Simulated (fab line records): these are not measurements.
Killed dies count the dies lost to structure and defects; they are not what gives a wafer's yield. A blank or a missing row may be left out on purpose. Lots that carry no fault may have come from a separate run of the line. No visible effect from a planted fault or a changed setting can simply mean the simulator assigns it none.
Tool commonality check | flow sfq-line | 10 lots and 30 wafers in the sample

## WHY THIS WAS OPENED
SFQ_M2_OVL_MEAS_916, reading M2_OVL: flagged on 2 of 10 lots. No-fault wafers: -3 nm, standard deviation 5.3.
Rule: flag the lot when none of its wafers has a number, or when each of its wafers that has one lies beyond 4 standard deviations from that mean. The other lots count as sound.

lot  | measured     | on         | M2_OVL (nm), wafer by wafer | flag
L817 | day 37 06:41 | overlay-01 | 2 -4 -4                     |
L818 | day 38 13:53 | overlay-02 | -15 -21 -17                 |
L819 | day 38 22:25 | overlay-01 | -1 -6 -2                    |
L820 | day 39 05:37 | overlay-02 | -5 -7 -2                    |
L821 | day 39 14:01 | overlay-01 | 5 4 9                       |
L825 | day 42 10:09 | overlay-01 | 84 87 86                    | FLAGGED
L826 | day 42 23:29 | overlay-01 | -3 -2 -7                    |
L827 | day 43 16:16 | overlay-01 | 1 1 0                       |
L831 | day 44 16:04 | overlay-01 | 89 86 84                    | FLAGGED
L839 | day 47 10:00 | overlay-02 | -8 -2 -4                    |
On average the flagged lots' numbers are 86 nm, which is +89 nm against the usual, or +17 standard deviations.

## TOOL THAT RAN EACH LOT
The record holds 1 process step before the reading, out of a route of 325 steps. Cell contents, in order: the tool; ch with the chambers the sampled wafers went through; the start.
lot  | flag    | SFQ_TRILAYER_M2_LITHO_EXPOSE_058
L817 |         | krf-scanner-01 ch 0, day 37 05:11
L818 |         | krf-scanner-01 ch 0, day 38 12:23
L819 |         | krf-scanner-02 ch 0, day 38 21:07
L820 |         | krf-scanner-02 ch 0, day 39 04:19
L821 |         | krf-scanner-02 ch 0, day 39 12:43
L825 | FLAGGED | krf-scanner-01 ch 0, day 42 08:39
L826 |         | krf-scanner-02 ch 0, day 42 22:22
L827 |         | krf-scanner-02 ch 0, day 43 14:46
L831 | FLAGGED | krf-scanner-01 ch 0, day 44 14:34
L839 |         | krf-scanner-02 ch 0, day 47 08:30
What these steps do:
- SFQ_TRILAYER_M2_LITHO_EXPOSE_058: exposes mask M2, target cd 500 nm.
- SFQ_M2_OVL_MEAS_916

## FLAGGED AGAINST TOTAL, ONE TOOL AT A TIME (gauges that did the reading follow at the end)
step                             | tool           | lots run | flagged | share of the flagged lots | sound lots run after its first flagged lot
SFQ_TRILAYER_M2_LITHO_EXPOSE_058 | krf-scanner-01 | 4        | 2       | all                       | 0
SFQ_TRILAYER_M2_LITHO_EXPOSE_058 | krf-scanner-02 | 6        | 0       | none                      | -
SFQ_M2_OVL_MEAS_916              | overlay-01     | 7        | 2       | all                       | 2 (L826,L827)
SFQ_M2_OVL_MEAS_916              | overlay-02     | 3        | 0       | none                      | -

## WHAT THE TABLE ALLOWS
krf-scanner-01 at SFQ_TRILAYER_M2_LITHO_EXPOSE_058 and overlay-01 at SFQ_M2_OVL_MEAS_916 are the 2 rows of the table that ran each flagged lot.
- krf-scanner-01 at SFQ_TRILAYER_M2_LITHO_EXPOSE_058 ran 4 lots, 2 of them flagged. Its last sound lot is L818 (day 38 12:23), its first flagged lot L825 (day 42 08:39): a fault that began between those two fits.
- overlay-01 at SFQ_M2_OVL_MEAS_916 ran 7 lots, 2 of them flagged. Sound lots followed the first flagged one (L826, L827) on it, something a lasting fault affecting the whole tool could not allow.
krf-scanner-01 at SFQ_TRILAYER_M2_LITHO_EXPOSE_058 is the single tool remaining.

## WHAT THE SIMULATOR HAD INSERTED
Scanner matching overlay: krf-scanner-01, from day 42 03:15 on, at SFQ_TRILAYER_M2_LITHO_EXPOSE_058. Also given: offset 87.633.
Shown lots that were struck: L825, L831. The rule given above showed the same thing.
